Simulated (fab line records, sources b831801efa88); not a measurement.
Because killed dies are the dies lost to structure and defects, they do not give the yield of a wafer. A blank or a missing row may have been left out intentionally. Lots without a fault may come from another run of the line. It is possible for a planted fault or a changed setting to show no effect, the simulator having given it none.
Which tool was responsible? ; flow sky130 ; 10 lots, 30 wafers sampled, at 2 steps of a route of 708

## WHAT EACH GAUGE READ, for each wafer
SKY_SONOS_ONO_THK_MEAS_05. Usual: for SONOS_ONO_CVD_04_THK the level is 5.72 nm and the standard deviation is 0.12.
lot;measured;on;SONOS_ONO_CVD_04_THK (nm);flag
L691;day 11 13:48;film metro-02;5.78 5.85 5.75;
L693;day 12 04:54;film metro-01;5.75 5.65 5.74;
L694;day 12 14:36;film metro-02;5.89 5.95 5.89;
L695;day 12 21:35;film metro-03;5.66 5.70 5.60;
L700;day 14 11:54;film metro-03;5.61 5.54 5.58;
L706;day 16 08:29;film metro-03;5.65 5.72 5.77;
L710;day 17 17:29;film metro-02;5.66 5.67 5.64;
L711;day 18 02:29;film metro-01;5.71 5.73 5.73;
L712;day 18 09:29;film metro-02;5.60 5.74 5.63;
L713;day 18 17:38;film metro-03;5.88 5.72 5.84;

SKY_LDD_HVP_TW_MEAS_10. Usual: for LDD_HVP_TW the level is 459 and the standard deviation is 4.
lot;measured;on;LDD_HVP_TW;flag
L691;day 21 06:45;film metro-01;457 455 458;
L693;day 22 05:59;film metro-04;466 467 467;
L694;day 22 14:21;film metro-01;462 462 458;
L695;day 22 22:36;film metro-01;461 459 459;
L700;day 24 19:37;film metro-04;463 465 462;
L706;day 26 20:11;film metro-04;462 459 464;
L710;day 28 10:25;film metro-01;459 458 459;
L711;day 28 22:16;film metro-03;452 454 453;
L712;day 28 23:38;film metro-03;454 457 451;
L713;day 29 01:05;film metro-04;462 462 464;

## WHICH TOOL RAN EACH LOT (tool, then ch and the chambers of the sampled wafers, then the start)
Before these readings, the record contains no process step.

## WHAT THE TOOLS THEMSELVES READ (means of the sampled wafers that have a number; where no wafer has one, the mark that the record gives instead)
The record holds no such reading with a usual standard deviation.

## THE ANSWER, worked out from the rows above alone
Rule: a lot counts as off when the mean over its wafers that have a number is more than 3 standard deviations away from the usual mean. Also off: a lot with no number at a reading for which 4 or more lots have one. The other lots that the step has rows for count as sound. After the gauges, taken in route order, come the tools' own readings; for these a lot's mean is taken, as printed above. At the first step where some lot is off, the reading lying furthest off is the one used; lots without a number count as furthest.
No lot is off at any reading shown: from this, nothing can be told.

## WHAT THE SIMULATOR PUT IN
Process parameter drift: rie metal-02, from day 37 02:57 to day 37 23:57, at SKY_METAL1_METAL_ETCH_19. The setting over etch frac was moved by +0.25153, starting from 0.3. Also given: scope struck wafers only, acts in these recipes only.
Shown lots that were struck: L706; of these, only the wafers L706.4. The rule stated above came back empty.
